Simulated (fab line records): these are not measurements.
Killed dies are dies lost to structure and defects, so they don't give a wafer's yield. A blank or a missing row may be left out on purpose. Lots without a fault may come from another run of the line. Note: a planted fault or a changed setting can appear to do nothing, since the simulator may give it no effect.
8D (eight disciplines) problem report, filled in by code + flow sky130 + the parts of the form that need people (team, actions taken, sign-off) are left out

== 1. WHAT IS WRONG ==
Mean of developer_temp_C at SKY_METAL4_DEVELOP_12: 21.66 C across 6 wafers in 2 lots; on wafers with no fault it is 20.98 C (standard deviation 0.12). Measured from the usual mean, that is +5.6 standard deviations.
The step: develop time 60 s.
Earliest sighting: wafer L161.3 on litho_track-03 at day 47 14:00. Wafers with a number at this step in the record: 42, from 14 lots. By rule, "out" or "out of limits" means more than 4 standard deviations away from the usual mean. Any other wafer with a number is counted as sound.

== 2. WHAT IT IS; WHAT IT IS NOT ==
| question                    | is                     | is not                                                                 |
|-----------------------------|------------------------|------------------------------------------------------------------------|
| which readings at this step | developer_temp_C       | chill_plate_temp_C                                                     |
| which lots                  | L161, L162             | L140, L141, L146, L147, L148, L149, L150, L151, L153, L154, L156, L159 |
| which wafers of those lots  | all that have a number | -                                                                      |
| read on which tools         | litho_track-03         | litho_track-01, litho_track-04                                         |
| when                        | from day 47 14:00      | up to then (36 sound wafers)                                           |

== 3. THE SUSPECTS, EACH WITH WHAT RULES IT OUT ==
Counting: a tool at any process step up to the reading remains a suspect when it ran all the lots that are out and ran no sound lot after the first of those.
- litho_track-03 at SKY_METAL4_DEVELOP_12 (develop time 60 s): kept. All lots that are out passed through it, beginning with L161 at day 47 14:00, and no sound lot followed; its final sound lot before that point was L156 at day 46 10:00. Its own developer_temp_C readings are out on those wafers.
After counting, what remains is litho_track-03 at SKY_METAL4_DEVELOP_12.

== 4. THE CAUSE (what the simulator had put in) ==
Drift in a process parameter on litho_track-03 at SKY_METAL4_DEVELOP_12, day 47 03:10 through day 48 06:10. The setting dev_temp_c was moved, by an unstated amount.
After counting, this tool was the only one left.

== 5. SEQUENCE OF EFFECTS, ordered by route ==
One row per reading whose mean, taken over the struck wafers that have a number, lies over 3 standard deviations from the usual. Only readings whose record carries a usual standard deviation are examined. hours: median over the lots of the time between each lot's start at the first step of this table that gives one and its start at this step. sigmas: the change, counted in usual standard deviations.
| hours | step                  | reading          | usual   | on struck wafers | change | sigmas |
|-------|-----------------------|------------------|---------|------------------|--------|--------|
| 0     | SKY_METAL4_DEVELOP_12 | developer_temp_C | 20.98 C | 21.66            | +0.68  | +5.6   |
It contains these process steps:
- SKY_METAL4_DEVELOP_12: develop time 60 s.

== 6. HOW IT WOULD HAVE BEEN CAUGHT EARLIER ==
11 hours passed between the start of the fault at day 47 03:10 and the first reading out of limits in this record, taken at day 47 14:00.
